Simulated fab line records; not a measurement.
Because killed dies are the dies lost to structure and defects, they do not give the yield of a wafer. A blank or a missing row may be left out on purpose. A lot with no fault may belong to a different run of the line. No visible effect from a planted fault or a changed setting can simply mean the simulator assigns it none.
The same fault as seen by 2 desks || flow sky130 || each desk has only its own numbers; what lay behind them comes last

## THE TOOL OWNER'S DESK: lithoTrack-01
The tool's own readings at SKY_CONTACT_COAT_09 (resist thk 450 nm): means of the sampled wafers that have a number, for each lot that ran on this tool. Any lot whose mean is over 4 standard deviations away from the usual mean is out of limits and marked OUT; that distance is given in the brackets.
Columns: A = chillPlateTempC at SKY_CONTACT_COAT_09, usual 22.99 C; B = exhaustPa at SKY_CONTACT_COAT_09, usual 45.0 Pa
{"lot": "L452", "first seen here": "day 31 18:00", "A": 22.93, "B": 44.2}
{"lot": "L467", "first seen here": "day 36 10:00", "A": 22.96, "B": 44.3}
{"lot": "L469", "first seen here": "day 36 16:00", "A": 22.92, "B": 44.2}
This desk's verdict: no lot among the 3 shows anything out of limits.

## METROLOGY DESK
Lot by lot, what the gauges showed, no matter which tool ran the lot: averages of those sampled wafers that carry a number. Any lot whose mean is over 4 standard deviations away from the usual mean is out of limits and marked OUT; that distance is given in the brackets.
Columns: A = POLY_CUT_OVL at SKY_POLY_CUT_OVL_MEAS_09, usual -1 nm
{"lot": "L452", "first seen here": "day 24 23:37", "A": -2}
{"lot": "L453", "first seen here": "day 25 03:03", "A": 5}
{"lot": "L457", "first seen here": "day 25 16:49", "A": -0}
{"lot": "L456", "first seen here": "day 25 20:16", "A": 1}
{"lot": "L458", "first seen here": "day 27 00:43", "A": -1}
{"lot": "L460", "first seen here": "day 27 08:03", "A": -2}
{"lot": "L459", "first seen here": "day 27 09:01", "A": 5}
{"lot": "L463", "first seen here": "day 28 07:13", "A": -2}
{"lot": "L467", "first seen here": "day 30 00:54", "A": 5}
{"lot": "L469", "first seen here": "day 30 08:01", "A": -7}
{"lot": "L473", "first seen here": "day 31 13:49", "A": -3}
This desk's verdict: no lot among the 11 shows anything out of limits.

## BROUGHT TOGETHER
The tool owner's desk saw nothing out of limits.
Nothing out of limits was seen by the metrology desk.

## WHAT THE SIMULATOR PUT IN
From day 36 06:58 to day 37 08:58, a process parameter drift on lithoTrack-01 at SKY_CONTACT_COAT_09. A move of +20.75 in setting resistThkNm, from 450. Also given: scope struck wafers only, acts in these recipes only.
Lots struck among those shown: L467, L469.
